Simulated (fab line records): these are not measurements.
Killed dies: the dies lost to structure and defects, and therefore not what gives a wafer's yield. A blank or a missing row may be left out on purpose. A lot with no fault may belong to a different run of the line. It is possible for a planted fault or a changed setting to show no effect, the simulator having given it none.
Which of the tools did it? -- flow gf180mcu -- 15 lots, 45 wafers sampled, at 2 steps of a route of 602

## WHAT THE GAUGES READ, wafer by wafer
GF_V4_BOW_MEAS_05.
lot,measured,on,V4_BOW (um)
L505,day 24 08:20,film-metro-01,130 136 125
L506,day 24 10:21,film-metro-02,132 125 117
L507,day 25 01:32,film-metro-01,125 126 128
L510,day 26 12:13,film-metro-03,133 133 141
L503,day 26 23:04,film-metro-02,152 130 143
L515,day 28 08:52,film-metro-01,127 121 131
L516,day 28 13:41,film-metro-02,128 129 137
L518,day 28 18:26,film-metro-03,129 117 123
L519,day 29 02:18,film-metro-02,136 134 139
L517,day 29 03:46,film-metro-02,135 135 144
L520,day 29 08:59,film-metro-03,141 139 135
L521,day 29 17:32,film-metro-02,135 131 129
L523,day 29 22:13,film-metro-02,137 145 141
L524,day 30 08:46,film-metro-01,139 115 130
L525,day 30 19:14,film-metro-02,148 155 153

## TOOL THAT RAN EACH LOT (tool first, then ch and the chambers of the sampled wafers, then the start)
lot,GF_V4_CVD_02
L505,"pecvd-02 ch 0,1,2, day 24 07:53"
L506,"pecvd-03 ch 1,2, day 24 09:55"
L507,"pecvd-03 ch 0,1, day 25 01:07"
L510,"pecvd-02 ch 0,1, day 26 11:46"
L503,"pecvd-03 ch 0,2, day 26 22:38"
L515,"pecvd-02 ch 0,1,2, day 28 08:26"
L516,"pecvd-02 ch 0,1, day 28 13:15"
L518,"pecvd-03 ch 1,2, day 28 18:00"
L519,"pecvd-03 ch 0,1, day 29 01:49"
L517,"pecvd-01 ch 0,1,2, day 29 03:20"
L520,"pecvd-03 ch 0,1,2, day 29 08:34"
L521,"pecvd-01 ch 0,1,2, day 29 17:06"
L523,"pecvd-03 ch 0,2, day 29 21:47"
L524,"pecvd-01 ch 1,2, day 30 08:19"
L525,"pecvd-02 ch 0,1, day 30 18:48"
- GF_V4_CVD_02: deposits SiO2 from TEOS, target thk 850 nm, time 94.851 s.

## WHAT THE TOOLS THEMSELVES READ (means of the sampled wafers that have a number; where no wafer has one, the mark that the record gives instead)
GF_V4_CVD_02.
lot,tool,heater-power-outer-w (W),heater-power-w (W)
L505,pecvd-02,388,655
L506,pecvd-03,440,719
L507,pecvd-03,368,638
L510,pecvd-02,326,605
L503,pecvd-03,328,610
L515,pecvd-02,398,668
L516,pecvd-02,356,654
L518,pecvd-03,414,688
L519,pecvd-03,381,673
L517,pecvd-01,386,677
L520,pecvd-03,367,643
L521,pecvd-01,401,680
L523,pecvd-03,399,705
L524,pecvd-01,372,660
L525,pecvd-02,339,598

## THE ANSWER, worked out from the rows above alone
Rule: the lots themselves supply what counts as usual. The widest of any qualifying gaps counts: lots, ordered by their means at a reading, are off when they make up no more than a third of the lots, leave a main group of 4 or more, and stand apart from it by 3 or more times the standard deviation of that group's means. If all means in a main group match to the digits the tables above print for the reading, that group is not used. Also off: a lot with no number at a reading for which 4 or more lots have one. Any other lot the step has rows for is counted as sound. After the gauges, taken in route order, come the tools' own readings; for these a lot's mean is taken, as printed above. At the first step where some lot is off, the reading lying furthest off is the one used; lots without a number count as furthest.
No lot is off on any of the readings shown, so nothing can be concluded from this.

## WHAT THE SIMULATOR HAD INSERTED
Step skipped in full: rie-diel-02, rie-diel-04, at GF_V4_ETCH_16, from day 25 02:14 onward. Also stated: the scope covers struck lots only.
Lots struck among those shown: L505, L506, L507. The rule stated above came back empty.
